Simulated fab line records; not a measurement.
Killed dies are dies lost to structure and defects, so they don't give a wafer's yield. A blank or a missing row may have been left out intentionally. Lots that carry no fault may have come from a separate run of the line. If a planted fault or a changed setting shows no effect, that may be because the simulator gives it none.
Matching of chambers | flow gf180mcu | GF_V4_CMP_04 on cmp-01 has 4 sister chambers
The step polishes SiO2. 4 wafers are shown with their chamber, then 8 later ones without.

== WAFERS, EACH WITH ITS CHAMBER ==
wafer  | chamber | motor_current_A (A)
L782.4 | 0       | 11.7
L784.6 | 2       | 10.4
L786.1 | 1       | 12.7
L789.4 | 3       | 10.9

== WAFERS MISSING THEIR CHAMBER ==
wafer  | motor_current_A (A)
L789.5 | 11.2
L789.6 | 11.7
L796.2 | 12.6
L796.5 | 11.8
L796.6 | 12.1
L798.1 | 10.8
L798.4 | 12.2
L798.6 | 11.0

== WHICH CHAMBER EACH ONE RAN IN ==
wafer  | from the rows above          | in truth
L789.5 | can't be placed: 3 or 0 or 2 | 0
L789.6 | 0                            | 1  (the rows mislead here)
L796.2 | 1                            | 1
L796.5 | 0                            | 0
L796.6 | can't be placed: 0 or 1      | 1
L798.1 | can't be placed: 3 or 2      | 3
L798.4 | can't be placed: 0 or 1      | 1
L798.6 | can't be placed: 3 or 2      | 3
Correctly placed: 2 of 8. From these rows, 5 cannot be placed; in 5 the true chamber is one of the candidates. Number placed wrongly: 1.
How it was worked out, from the rows above alone: a wafer's distance from a chamber is the root of the sum, over the readings, of the square of ((its reading less the chamber's mean) divided by the reading's scatter). The wafer belongs to the nearest chamber; if the next one is less than 2 further off, it can't be placed. Each chamber's mean is taken over the wafers shown for it. The scatter: with one shown wafer a chamber, the root of the mean of the squares of how far each hidden wafer lies from its nearest shown one.
